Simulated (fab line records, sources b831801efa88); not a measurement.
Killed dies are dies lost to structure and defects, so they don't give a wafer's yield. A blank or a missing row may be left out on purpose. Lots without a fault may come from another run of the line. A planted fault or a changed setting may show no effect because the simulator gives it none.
Which tool did it? | flow gf180mcu | 6 lots, 18 wafers sampled, at 3 steps of a route of 602

WHAT THE GAUGES READ, wafer by wafer
GF_LVPWELL_OVL_MEAS_07.
lot  | measured    | on         | LVPWELL_OVL (nm)
L838 | day 4 06:50 | overlay-02 | -0.6 1.1 -1.4
L840 | day 4 19:29 | overlay-02 | -0.8 -1.8 -1.3
L842 | day 5 09:05 | overlay-01 | 0.1 0.7 1.0
L845 | day 5 20:09 | overlay-02 | -2.1 -0.9 1.0
L848 | day 6 14:54 | overlay-02 | -1.8 -1.9 -0.7
L850 | day 7 03:43 | overlay-01 | - - -

WHICH TOOL RAN EACH LOT (tool, then ch and the chambers of the sampled wafers, then the start)
lot  | GF_STI_CMP_25                | GF_LVPWELL_EXPOSE_04
L838 | cmp-01 ch 0,2,3, day 2 14:29 | iline_stepper-01 ch 0, day 4 00:41
L840 | cmp-01 ch 1,2,3, day 3 01:40 | iline_stepper-02 ch 0, day 4 13:01
L842 | cmp-01 ch 0,2, day 3 13:52   | iline_stepper-01 ch 0, day 5 02:33
L845 | cmp-02 ch 0,1, day 4 00:25   | iline_stepper-01 ch 0, day 5 13:25
L848 | cmp-01 ch 0,1,3, day 4 15:56 | iline_stepper-02 ch 0, day 6 07:22
L850 | cmp-01 ch 0,1, day 5 04:19   | iline_stepper-02 ch 0, day 6 19:56
- GF_STI_CMP_25: polishes, stops on Si3N4, t overpolish 33 s, target thk 524.6 nm.
- GF_LVPWELL_EXPOSE_04: exposes mask LVPWELL, target cd 600 nm.

THE ANSWER, worked out from the rows above alone
Rule: what is usual is taken from the lots themselves. Put in order of their means at a reading, lots are off if they are a third of the lots or fewer, leave a main group of 4 or more, and stand apart from it by a gap of 3 or more times the standard deviation of the main group's means; of several such gaps the widest counts. A main group whose means are all the same, to the digits that the tables above print for the reading, isn't used. A lot without any number at a reading at which 4 lots or more have one is off too. The other lots that the step has rows for count as sound.
Off: L850, at GF_LVPWELL_OVL_MEAS_07 (LVPWELL_OVL). Without a number there: L850. The main group: mean -0.6 nm, standard deviation 0.74.
A tool fits if, at a process step before that reading, it ran every lot that is off, and no sound lot after the first of them. The gauges at GF_LVPWELL_OVL_MEAS_07 are tried like those tools. Can't be told from this: 3 tools fit, cmp-01 at GF_STI_CMP_25, iline_stepper-02 at GF_LVPWELL_EXPOSE_04, overlay-01 at GF_LVPWELL_OVL_MEAS_07.

WHAT THE SIMULATOR HAD PUT IN
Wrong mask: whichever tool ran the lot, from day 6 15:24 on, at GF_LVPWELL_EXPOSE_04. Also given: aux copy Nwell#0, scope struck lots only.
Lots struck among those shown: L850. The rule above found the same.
